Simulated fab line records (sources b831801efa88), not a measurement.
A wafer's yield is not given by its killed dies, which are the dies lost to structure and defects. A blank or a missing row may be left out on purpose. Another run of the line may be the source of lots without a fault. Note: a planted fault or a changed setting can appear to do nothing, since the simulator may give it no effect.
Struck lot and sound lot, side by side | flow sky130 | 43 steps out of a route of 708
Sound: wafers L164.2, L164.3, L164.4. Wafers struck: L173.1, L173.4, L173.6. The cause is given at the end.
Order at every step that has rows: each side's tool, ch and its chambers, its first start. Under that, the readings that differ: sound wafers | struck wafers | difference of the means | sigmas: that difference in standard deviations of wafers without a fault.
alike: words and numbers the same on both sides, and readings whose means are apart by under 2 such deviations; not compared: readings that were withheld, readings missing a value for some wafer, numbers with overlapping values and no deviation given by the record, and bounds like >300 which may hide the same value.
A row with sigmas, a row that says differs or no value, or rows on one side alone: a step with any of these is where the two part. Numbers that have no deviation but don't overlap get no sigmas and don't part them. Lack of a reading on every wafer of one side parts them only where that side has two or more wafers.

SKY_CAPM_THK_MEAS_04: measures by xrf.
  sound on film metro-04 at day 39 19:12; struck on film metro-04 at day 42 05:34
  alike: CAPM_TIN_THK
then, 7 steps without rows for these wafers: SKY_CAPM_DEHYDRATE_05 (time 60 s); SKY_CAPM_HMDS_06 (prime time 60 s); SKY_CAPM_COAT_07 (resist thk 1140 nm); SKY_CAPM_SOFTBAKE_08 (time 60 s); SKY_CAPM_EXPOSE_09 (exposes mask CAPM, target cd 1000 nm); SKY_CAPM_PEB_10; SKY_CAPM_DEVELOP_11 (develop time 60 s).
SKY_CAPM_OVL_MEAS_12:
  sound on overlay-02 at day 40 19:56; struck on overlay-02 at day 43 04:50
  alike: CAPM_OVL
then, 3 steps without rows for these wafers: SKY_CAPM_METAL_ETCH_13 (etches TiN in Cl2/BCl3, stops on SiO2, target depth 220 nm, time 62.9 s); SKY_CAPM_STRIP_14 (strips in O2/N2); SKY_CAPM_STRIP_15 (strips in post etch residue remover, time 1200 s).
SKY_CAPM_CLEAN_16: cleans in IPA, time 180 s.
  sound on wet bench-04 ch 2, day 40 20:29; struck on wet bench-04 ch 1, day 43 05:28
then, 9 steps without rows for these wafers: SKY_CAPM_CLEAN_17 (cleans in O3/DIW); SKY_METAL3_DEHYDRATE_05 (time 60 s); SKY_METAL3_HMDS_06 (prime time 60 s); SKY_METAL3_COAT_07 (resist thk 60 nm); SKY_METAL3_COAT_08 (resist thk 1140 nm); SKY_METAL3_SOFTBAKE_09 (time 90 s); SKY_METAL3_EXPOSE_10 (exposes mask MM3, target cd 300 nm); SKY_METAL3_PEB_11; SKY_METAL3_DEVELOP_12 (develop time 60 s).
SKY_METAL3_CD_MEAS_13: target cd 300 nm.
  sound on cd sem-02 at day 41 20:37; struck on cd sem-02 at day 44 04:35
  alike: cd nm
SKY_METAL3_OVL_MEAS_14:
  sound on overlay-01 at day 41 20:43; struck on overlay-02 at day 44 04:42
  alike: METAL3_OVL
SKY_METAL3_DESCUM_15: chemistry O2, time 8 s.
  sound on rie metal-04 ch 0,1, day 41 20:45; struck on rie metal-04 ch 0,1, day 44 04:44
  alike: drypump motor current A, oes product au
  not compared: rf hours counter h
then, 1 step without rows for these wafers: SKY_METAL3_ETCH_16 (etches BARC in N2/H2, stops on SiO2, time 88.2 s, target depth 60 nm).
SKY_METAL3_ETCH_17: etches SiO2 in C4F8/O2/Ar, stops on TiN, time 3.9 s, target depth 15 nm.
  sound on rie diel-01 ch 0,1, day 41 20:53; struck on rie diel-04 ch 0,2, day 44 04:52
  alike: oes product au
SKY_METAL3_METAL_ETCH_18: etches the open film in Cl2/BCl3, stops on SiO2, target depth 845 nm, time 183.1 s.
  sound on rie metal-01 ch 0,1, day 41 20:53; struck on rie metal-03 ch 0,1, day 44 04:53
  alike: drypump motor current A, oes product au, throttle valve pct
  not compared: rf hours counter h
SKY_METAL3_STRIP_19: strips in O2/N2.
  sound on plasma asher-03 ch 0,1, day 41 21:04; struck on plasma asher-02 ch 0,1, day 44 05:04
  alike: drypump motor current A, oes product au, strip time to endpoint s
  not compared: rf hours counter h
then, 4 steps without rows for these wafers: SKY_METAL3_STRIP_20 (strips in post etch residue remover, time 1200 s); SKY_METAL3_CLEAN_21 (cleans in IPA, time 180 s); SKY_METAL3_CLEAN_22 (cleans in O3/DIW); SKY_VIA3_HDPCVD_00 (deposits SiO2, target thk 1635 nm, time 272.5 s).
SKY_VIA3_THK_MEAS_01:
  sound on film metro-03 at day 41 21:50; struck on film metro-04 at day 44 06:19
  alike: VIA3_HDPCVD_THK
SKY_VIA3_CMP_02: polishes SiO2.
  sound on cmp-01 ch 0,1,2, day 41 21:56; struck on cmp-01 ch 0,1,3, day 44 06:25
  alike: motor current A, platen rpm
SKY_VIA3_BOW_MEAS_03:
  sound on film metro-03 at day 41 22:13; struck on film metro-03 at day 44 06:40
  alike: VIA3_BOW
then, 6 steps without rows for these wafers: SKY_VIA3_DEHYDRATE_04 (time 60 s); SKY_VIA3_HMDS_05 (prime time 60 s); SKY_VIA3_COAT_06 (resist thk 60 nm); SKY_VIA3_COAT_07 (resist thk 450 nm); SKY_VIA3_SOFTBAKE_08 (time 90 s); SKY_VIA3_EXPOSE_09 (exposes mask VIM3, target cd 200 nm).
-- the record jumps here: 6 days lie between the struck wafers' starts before and after (it left off in module VIA3 and takes up again in module PAD_OPEN, whose first step shown is number 708 of the route) --
SKY_PAD_OPEN_PROBE_99:
  sound on prober-01 at day 48 12:34; struck on prober-01 at day 50 07:55
  reading                               | sound              | struck            | difference | sigmas
  defect limited yield (%)              | 79.3 83.5 81.3     | 75.2 73.2 74.0    | -7.2       | -4
  killed_at_M0_to_M3                    | 56 38 44           | 29 32 24          | -18        | -2
  killed at other                       | 1 0 0              | 59 52 60          | +57        | +99 or more
  killed dies                           | 102 81 92          | 122 132 128       | +36        | +4
  sort_bin_3_pad_short (%)              | 0.6 0.6 1.2        | 4.5 4.3 3.3       | +3.2       | +8
  sort_bin_5_function (%)               | 11.8 8.1 11.6      | 13.6 16.5 16.3    | +5.0       | +4
  sort n pass                           | 390 411 400        | 370 360 364       | -36        | -4
  sort yield pct (%)                    | 79.3 83.5 81.3     | 75.2 73.2 74.0    | -7.2       | -4
  model.etest.tester.sort n pass        | 390 411 400        | 370 360 364       | -36        |
  model.etest.tester.sort yield pct (%) | 79.27 83.54 81.3   | 75.2 73.17 73.98  | -7.3       |
  model.etest.tester.sort_bin_5_pct (%) | 11.79 8.13 11.59   | 13.62 16.46 16.26 | +4.94      |
  model.etest.tester.sort_bin_3_pct (%) | 0.6098 0.6098 1.22 | 4.472 4.268 3.252 | +3.184     |
  alike: killed_at_M4_up, killed at contacts, killed at front end, killed open, killed short, sort_bin_6_memory

WHERE THEY PART
At SKY_PAD_OPEN_PROBE_99 and nowhere else, as far as this record goes.

WHY: the cause the simulator had injected
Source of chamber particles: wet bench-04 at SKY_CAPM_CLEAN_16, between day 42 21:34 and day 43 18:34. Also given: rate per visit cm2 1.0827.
